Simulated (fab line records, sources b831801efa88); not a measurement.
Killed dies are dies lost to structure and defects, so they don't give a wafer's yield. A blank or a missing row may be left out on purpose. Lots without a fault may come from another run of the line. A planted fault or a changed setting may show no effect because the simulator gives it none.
fab line records | flow sky130
record lots=11 wafers=33 last_day=50
route steps=708 shown FIELD_ISO@1 NWELL@67 SD_P@328 SD_N@356
lots that met no fault: from a run of the same line without faults
start_h: hours from the record's first day to the start of the lot's first wafer shown | wait_h: hours since the lot's step before | " the same as in the row above | L1.1+2: a row that stands for several wafers | - no value, or no start given | * or withheld: withheld | < > ~ a bound
route shown NAME@n: a module of which the file shows steps, and the number in the route of the first | usual: mean/standard deviation of fault-free wafers | same: alike in all rows | chamber/n: place in a boat | sites: the reading at each site | _std_site: their standard deviation | _edge_site: outer sites' mean less inner sites' | radius_mm: how far each site lies from the wafer's centre | mask NAME#n: copy n | behind: the tool/chamber that last shaped the wafer | hold: why the lot was held/for how many hours/how that ended | device: the transistor (n, p or np) that didn't switch | end of line: the same wafers' tests at the end of the route | a step without rows: its recipe alone | killed: dies lost to structure and defects at the first sort, not the wafer's yield | map: a wafer's dies, x killed, . not, _ none there
set.NAME: the setting as run; set.NAME@STEP: as run at that earlier step | model.NAME: the simulator's own value behind a step, which no gauge read
steps of the route over a sample of lots; a table a step, a row a wafer
services: from which hour (start_h, from the record's first day; less than 0 if before it) a tool's chamber was out of use, for how many hours, and why
## steps
# step SKY_FIELD_ISO_BOW_MEAS_00
# recipe mode=bow
# usual INCOMING_BOW=-1/5.5
# columns lot.wafer tool chamber start_h wait_h INCOMING_BOW[um]
L886.3 film_metro-04 - 20.04 - 0
L886.4 " - " " 1
L886.6 " - " " -7
L889.3 film_metro-04 - 35.04 - 0
L889.4 " - " " 1
L889.6 " - " " 1
L890.2 film_metro-04 - 40.02 - -3
L890.4 " - " " 2
L890.6 " - " " 3
L891.2 film_metro-04 - 45.02 - 8
L891.5 " - " " 1
L891.6 " - " " -2
L892.3 film_metro-02 - 50.04 - 11
L892.4 " - " " -9
L892.6 " - " " 1
L895.2 film_metro-04 - 65.02 - 0
L895.3 " - " " 3
L895.4 " - " " 2
L901.2 film_metro-02 - 95.02 - -3
L901.3 " - " " 5
L901.5 " - " " 6
L903.1 film_metro-02 - 105.00 - -6
L903.4 " - " " -12
L903.6 " - " " -6
L904.1 film_metro-04 - 110.00 - 5
L904.3 " - " " -7
L904.5 " - " " 4
L905.2 film_metro-04 - 115.02 - 3
L905.4 " - " " -8
L905.5 " - " " 0
L907.1 film_metro-02 - 125.00 - -1
L907.2 " - " " -6
L907.3 " - " " -12
# step SKY_NWELL_STRIP_14
# recipe chemistry=O2/N2 power_w=1400 pressure_mtorr=1500 platen_temp_c=withheld o2_flow_sccm=3000 n2_flow_sccm=300 overash_fraction=0.5
# usual drypump_motor_current_A=5.7/0.55 oes_product_au=0.722/0.0044 strip_time_to_endpoint_s=36.90/0.12
# columns lot.wafer tool chamber start_h wait_h drypump_motor_current_A oes_product_au rf_hours_counter_h strip_time_to_endpoint_s
L886.3 plasma_asher-02 1 95.90 0.1 5.8 0.722 - 36.79
L886.4 " 0 " " 5.1 0.720 - 36.89
L886.6 " 0 " " 5.1 0.726 - 36.89
L889.3 plasma_asher-01 0 112.22 0.1 4.9 0.724 - 36.82
L889.4 " 1 " " 6.4 0.714 - 36.82
L889.6 " 0 " " 4.9 0.719 - 36.94
L890.2 plasma_asher-04 0 120.83 0.1 6.4 0.724 30 37.04
L890.4 " 0 " " 6.4 0.718 - 36.93
L890.6 " 0 " " 6.4 0.724 - 37.03
L891.2 plasma_asher-02 1 127.83 0.1 5.8 0.721 1 36.89
L891.5 " 1 " " 5.8 0.727 - 36.86
L891.6 " 0 " " 5.1 0.728 - 36.90
L892.3 plasma_asher-02 1 131.35 0.1 5.8 0.724 - 37.00
L892.4 " 0 " " 5.1 0.723 - 36.86
L892.6 " 0 " " 5.1 0.721 - 36.89
L895.2 plasma_asher-02 1 152.36 0.1 5.8 0.716 3 36.91
L895.3 " 1 " " 5.8 0.727 - 36.88
L895.4 " 0 " " 5.1 0.722 - 36.89
L901.2 plasma_asher-04 1 198.61 0.1 5.5 0.720 38 36.90
L901.3 " 0 " " 6.4 0.720 - 36.84
L901.5 " 0 " " 6.4 0.727 - 36.89
L903.1 plasma_asher-01 1 205.53 0.1 6.3 0.720 52 36.90
L903.4 " 0 " " 4.9 0.725 - 37.03
L903.6 " 0 " " 4.9 0.728 - 37.08
L904.1 plasma_asher-04 0 207.21 0.1 6.4 0.720 39 36.71
L904.3 " 1 " " 5.5 0.719 - 36.84
L904.5 " 0 " " 6.4 0.734 - 36.90
L905.2 plasma_asher-04 0 212.82 0.1 6.4 0.721 39 36.83
L905.4 " 1 " " 5.5 0.728 - 36.73
L905.5 " 0 " " 6.4 0.717 - 36.79
L907.1 plasma_asher-04 1 222.76 0.1 5.5 0.727 41 36.95
L907.2 " 0 " " 6.4 0.737 41 36.95
L907.3 " 0 " " 6.4 0.713 - 36.91
# step SKY_SD_P_OVL_MEAS_08
# usual SD_P_OVL=-0.2/1.2
# columns lot.wafer tool chamber start_h wait_h SD_P_OVL[nm]
L886.3 overlay-02 - 643.53 0.1 -0.6
L886.4 " - " " 0.7
L886.6 " - " " 1.7
L890.2 overlay-01 - 646.18 0.1 -0.7
L890.4 " - " " -0.6
L890.6 " - " " 1.0
L891.2 overlay-02 - 647.43 0.1 0.8
L891.5 " - " " 0.9
L891.6 " - " " 1.5
L889.3 overlay-01 - 647.96 0.1 1.4
L889.4 " - " " -0.6
L889.6 " - " " 1.0
L892.3 overlay-02 - 661.56 0.1 -1.2
L892.4 " - " " 0.5
L892.6 " - " " 0.6
L895.2 overlay-01 - 676.98 0.1 0.2
L895.3 " - " " -1.3
L895.4 " - " " -1.1
L901.2 overlay-01 - 742.73 0.1 0.7
L901.3 " - " " -1.1
L901.5 " - " " 1.0
L904.1 overlay-01 - 749.91 0.1 -0.7
L904.3 " - " " -1.9
L904.5 " - " " -0.4
L903.1 overlay-02 - 750.81 0.1 -0.1
L903.4 " - " " -1.4
L903.6 " - " " 0.1
L905.2 overlay-02 - 751.53 0.1 -2.7
L905.4 " - " " -0.6
L905.5 " - " " -2.7
L907.1 overlay-02 - 769.36 0.1 -1.6
L907.2 " - " " 0.8
L907.3 " - " " -1.2
# step SKY_SD_N_RTA_14
# recipe temp_c=1075 time_s=2 idle_temp_c=650 ramp_up_c_per_s=150 ramp_down_c_per_s=90 ambient=N2
# usual chamber_o2_ppm=2.004/0.023 lamp_power_pct=15.74/0.047 wafer_temp_C_max=1078.0/1.3
# columns lot.wafer tool chamber start_h wait_h chamber_o2_ppm lamp_power_pct wafer_temp_C_max
L886.3 rtp_anneal-01 0 700.33 0.0 2.053 15.83 1076.5
L886.4 " 0 " " 2.023 15.72 1078.6
L886.6 " 0 " " 2.024 15.78 1078.3
L890.2 rtp_anneal-01 0 702.98 0.0 2.016 15.71 1078.9
L890.4 " 0 " " 2.030 15.70 1077.9
L890.6 " 0 " " 1.995 15.76 1076.9
L891.2 rtp_anneal-02 0 704.22 0.0 2.008 15.68 1078.4
L891.5 " 0 " " 1.982 15.70 1076.8
L891.6 " 0 " " 1.983 15.76 1078.3
L889.3 rtp_anneal-01 0 704.73 0.0 2.037 15.23 1077.2
L889.4 " 0 " " 2.020 15.19 1077.6
L889.6 " 0 " " 1.970 15.23 1076.0
L892.3 rtp_anneal-01 0 717.38 0.0 1.997 15.28 1077.7
L892.4 " 0 " " 2.013 15.31 1078.4
L892.6 " 0 " " 2.046 15.25 1078.3
L895.2 rtp_anneal-01 0 733.72 0.0 1.997 15.25 1075.2
L895.3 " 0 " " 1.992 15.28 1077.4
L895.4 " 0 " " 1.998 15.21 1076.4
L901.2 rtp_anneal-02 0 797.52 0.0 2.023 15.77 1077.8
L901.3 " 0 " " 2.006 15.76 1076.9
L901.5 " 0 " " 2.021 15.66 1078.8
L904.1 rtp_anneal-01 0 804.47 0.0 2.018 15.82 1077.7
L904.3 " 0 " " 2.006 15.75 1078.0
L904.5 " 0 " " 1.975 15.60 1075.0
L903.1 rtp_anneal-02 0 805.51 0.0 1.984 15.77 1076.2
L903.4 " 0 " " 1.966 15.74 1078.0
L903.6 " 0 " " 1.991 15.71 1076.3
L905.2 rtp_anneal-01 0 806.03 0.0 2.000 15.74 1077.6
L905.4 " 0 " " 1.998 15.76 1077.8
L905.5 " 0 " " 1.969 15.76 1080.0
L907.1 rtp_anneal-01 0 823.89 0.0 1.999 15.76 1077.3
L907.2 " 0 " " 1.982 15.75 1078.8
L907.3 " 0 " " 2.018 15.70 1077.1
# step SKY_SD_N_RS_MEAS_16
# recipe thk_meas_gauge=four-point-probe
# usual SD_N_RS=68.57/0.11
# columns lot.wafer tool chamber start_h wait_h SD_N_RS[ohm/sq]
L886.3 film_metro-01 - 700.52 0.1 68.36
L886.4 " - " " 68.48
L886.6 " - " " 68.59
L890.2 film_metro-02 - 703.16 0.1 68.75
L890.4 " - " " 68.72
L890.6 " - " " 68.75
L891.2 film_metro-02 - 704.41 0.1 68.69
L891.5 " - " " 68.69
L891.6 " - " " 68.65
L889.3 film_metro-03 - 704.92 0.1 70.87
L889.4 " - " " 70.91
L889.6 " - " " 70.84
L892.3 film_metro-03 - 717.58 0.1 70.89
L892.4 " - " " 70.97
L892.6 " - " " 70.93
L895.2 film_metro-01 - 733.90 0.1 70.96
L895.3 " - " " 70.76
L895.4 " - " " 70.88
L901.2 film_metro-02 - 797.71 0.1 68.55
L901.3 " - " " 68.49
L901.5 " - " " 68.53
L904.1 film_metro-01 - 804.64 0.1 68.61
L904.3 " - " " 68.52
L904.5 " - " " 68.70
L903.1 film_metro-02 - 805.68 0.1 68.57
L903.4 " - " " 68.61
L903.6 " - " " 68.48
L905.2 film_metro-03 - 806.22 0.1 68.32
L905.4 " - " " 68.37
L905.5 " - " " 68.54
L907.1 film_metro-02 - 824.07 0.1 68.63
L907.2 " - " " 68.68
L907.3 " - " " 68.50
# step SKY_SD_N_RS_MEAS_17
# recipe thk_meas_gauge=four-point-probe
# usual SD_P_RS=147.1/0.37
# columns lot.wafer tool chamber start_h wait_h SD_P_RS[ohm/sq]
L886.3 film_metro-01 - 700.64 0.1 146.6
L886.4 " - " " 146.7
L886.6 " - " " 146.7
L890.2 film_metro-02 - 703.28 0.1 147.8
L890.4 " - " " 148.1
L890.6 " - " " 147.3
L891.2 film_metro-02 - 704.53 0.1 146.9
L891.5 " - " " 147.2
L891.6 " - " " 147.1
L889.3 film_metro-03 - 705.04 0.1 159.7
L889.4 " - " " 159.9
L889.6 " - " " 159.9
L892.3 film_metro-03 - 717.70 0.1 160.0
L892.4 " - " " 159.8
L892.6 " - " " 160.1
L895.2 film_metro-01 - 734.02 0.1 160.2
L895.3 " - " " 160.2
L895.4 " - " " 161.0
L901.2 film_metro-02 - 797.83 0.1 146.8
L901.3 " - " " 146.7
L901.5 " - " " 146.6
L904.1 film_metro-01 - 804.76 0.1 147.3
L904.3 " - " " 147.5
L904.5 " - " " 147.3
L903.1 film_metro-02 - 805.80 0.1 147.4
L903.4 " - " " 147.5
L903.6 " - " " 147.3
L905.2 film_metro-03 - 806.34 0.1 146.4
L905.4 " - " " 146.3
L905.5 " - " " 147.1
L907.1 film_metro-02 - 824.19 0.1 146.8
L907.2 " - " " 146.6
L907.3 " - " " 146.8
## services
# columns tool chamber start_h hours kind
plasma_asher-02 - 108.75 9.0 pm
plasma_asher-02 0 108.75 9.0 vent_cycle
plasma_asher-02 1 108.75 9.0 vent_cycle
plasma_asher-02 0 117.75 - clean
plasma_asher-02 - 147.14 2.0 repair
rtp_anneal-01 - 259.88 0.7 pm
plasma_asher-04 - 311.37 15.6 pm
plasma_asher-02 - 347.39 0.9 repair
plasma_asher-02 - 350.72 3.0 repair
plasma_asher-04 - 365.08 2.8 pm
plasma_asher-01 - 412.23 2.9 repair
plasma_asher-01 - 421.25 9.0 pm
rtp_anneal-01 - 435.57 4.4 pm
plasma_asher-02 - 456.58 4.3 pm
plasma_asher-02 - 482.53 8.7 repair
plasma_asher-01 - 539.19 16.0 pm
plasma_asher-02 - 550.15 2.8 pm
plasma_asher-02 - 562.79 19.4 pm
plasma_asher-01 - 576.01 14.6 pm
plasma_asher-02 - 640.53 1.0 repair
rtp_anneal-02 - 645.09 3.1 pm
plasma_asher-01 - 683.63 1.3 repair
plasma_asher-01 - 755.65 2.3 repair
plasma_asher-02 - 814.99 9.5 repair
## key
first_sign step=SKY_SD_N_RTA_14 reading=lamp_power_pct direction=down sigmas=10 usual=15.74 struck=15.25
effect step=SKY_SD_N_RS_MEAS_16 reading=SD_N_RS direction=up sigmas=22 usual=68.57 struck=70.89
effect step=SKY_SD_N_RS_MEAS_17 reading=SD_P_RS direction=up sigmas=35 usual=147.1 struck=160.1
met_at SKY_SD_N_RTA_14
struck_lots L889,L892,L895
tester_left_out L889,L892,L895
not_acting_at SKY_FIELD_ISO_BOW_MEAS_00,SKY_NWELL_STRIP_14,SKY_SD_P_OVL_MEAS_08
onset_between 702.98 704.73
fault kind=process_parameter_drift tool=rtp_anneal-01 chamber=- onset_h=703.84 steps=SKY_SD_N_RTA_14 channel=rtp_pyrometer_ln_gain offset=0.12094 shape=step end_h=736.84
# tester_left_out: of these lots the tester's yield and bins aren't shown, on N5 and GAA mostly nor the transistor test; their killed dies are dies lost to structure and defects alone, not to doping, threshold or leakage, so they don't give the yield
